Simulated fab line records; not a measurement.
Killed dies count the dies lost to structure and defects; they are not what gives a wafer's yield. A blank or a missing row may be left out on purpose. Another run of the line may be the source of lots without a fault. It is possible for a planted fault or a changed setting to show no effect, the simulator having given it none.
Code-filled problem report in 8D (eight disciplines) form -- flow sky130 -- the parts of the form that need people (team, actions taken, sign-off) are left out

== 1. THE PROBLEM ==
Wafers without a fault read 6.999e+11, standard deviation 8.9e+08; doseIonsCm2 at SKY_NWELL_IMPLANT_13 reads a mean of 6.878e+11 on 6 wafers belonging to 2 lots. That puts it -14 standard deviations away from the usual mean.
The first sign was on wafer L483.1 at day 7 18:48, on implanter-02. The record has a number at this step for 36 wafers belonging to 12 lots. By rule, "out" or "out of limits" means more than 4 standard deviations away from the usual mean. Any other wafer with a number is counted as sound.

== 2. WHAT IT IS AND WHAT IT IS NOT ==
question,is,is not
which readings at this step,doseIonsCm2,-
which lots,"L483, L485","L470, L471, L474, L475, L476, L477, L478, L479, L490, L493"
which wafers of those lots,all that have a number,-
read on which tools,implanter-02,"implanter-03, implanter-04"
when,from day 7 18:48,"up to then (24 sound wafers); but 6 sound wafers of L490, L493 came after"

== 3. THE SUSPECTS, EACH WITH WHAT RULES IT OUT ==
Counting: a tool at any process step up to the reading remains a suspect when it ran all the lots that are out and ran no sound lot after the first of those.
- implanter-02 at SKY_NWELL_IMPLANT_13: kept. It processed each lot that is out, first L483 at day 7 18:48, and no sound lot thereafter; up to then, the last sound lot it processed was L479 at day 6 19:00. On those wafers its own readings are out: doseIonsCm2.
After counting, what remains is implanter-02 at SKY_NWELL_IMPLANT_13.

== 4. THE CAUSE (what the simulator had put in) ==
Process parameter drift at SKY_NWELL_IMPLANT_13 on implanter-02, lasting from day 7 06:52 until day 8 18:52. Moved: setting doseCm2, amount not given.
The count eliminated every tool but this one.

== 5. THE CHAIN OF EFFECTS, in route order ==
Each row: a reading whose mean over the struck wafers that have a number lies more than 3 standard deviations from the usual. Scope: only readings with a usual standard deviation given in the record; hours: median across lots of the time from each lot's start at the first step in this table that gives one to its start at this step; sigmas: change in usual standard deviations.
hours,step,reading,usual,on struck wafers,change,sigmas
0,SKY_NWELL_IMPLANT_13,doseIonsCm2,6.999e+11,6.878e+11,-1.208e+10,-14
Here are the process steps it includes:
- SKY_NWELL_IMPLANT_13

== 6. WHAT WOULD HAVE CAUGHT IT SOONER ==
The fault began at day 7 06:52; the first out-of-limits reading in this record came at day 7 18:48, 12 hours later.
